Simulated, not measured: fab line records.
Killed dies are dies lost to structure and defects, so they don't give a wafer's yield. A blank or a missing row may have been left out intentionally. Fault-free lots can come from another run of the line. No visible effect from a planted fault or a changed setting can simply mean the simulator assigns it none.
Matching of chambers :: flow gf180mcu :: pecvd-03 running GF_MIM_CVD_05: 3 sister chambers
The step deposits Si3N4, target thk 42 nm, time 29.086 s. 6 wafers are shown with their chamber, then 7 later ones without.

EACH WAFER AND ITS CHAMBER
wafer: L377.4
chamber: 2
heater power w (W): 645

wafer: L380.3
chamber: 2
heater power w (W): 589

wafer: L380.4
chamber: 0
heater power w (W): 552

wafer: L380.5
chamber: 1
heater power w (W): 667

wafer: L383.4
chamber: 1
heater power w (W): 678

wafer: L383.5
chamber: 0
heater power w (W): 551

WAFERS MISSING THEIR CHAMBER
wafer: L383.6
heater power w (W): 547

wafer: L387.1
heater power w (W): 570

wafer: L387.3
heater power w (W): 630

wafer: L387.4
heater power w (W): 529

wafer: L391.2
heater power w (W): 543

wafer: L391.3
heater power w (W): 604

wafer: L391.5
heater power w (W): 528

CHAMBER TAKEN BY EACH
wafer: L383.6
from the rows above: 0
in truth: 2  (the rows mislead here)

wafer: L387.1
from the rows above: can't be placed: 0 or 2
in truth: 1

wafer: L387.3
from the rows above: can't be placed: 2 or 1
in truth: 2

wafer: L387.4
from the rows above: 0
in truth: 0

wafer: L391.2
from the rows above: 0
in truth: 0

wafer: L391.3
from the rows above: can't be placed: 2 or 0
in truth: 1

wafer: L391.5
from the rows above: 0
in truth: 0
Placed correctly: 3 of 7. Unplaceable from these rows: 3, with the true chamber sitting among the candidates in 1. Wrongly placed: 1.
How it was worked out, from the rows above alone: a wafer's distance from a chamber is the root of the sum, over the readings, of the square of ((its reading less the chamber's mean) divided by the reading's scatter). If the next closest chamber is less than 2 further off than the closest, the wafer can't be placed; otherwise it belongs to the closest. The mean given for a chamber averages the wafers shown for that chamber. How the scatter is found: for the shown wafers, subtract from each reading the mean of its chamber, square and add these, divide the total by (wafers less chambers), then take the root.
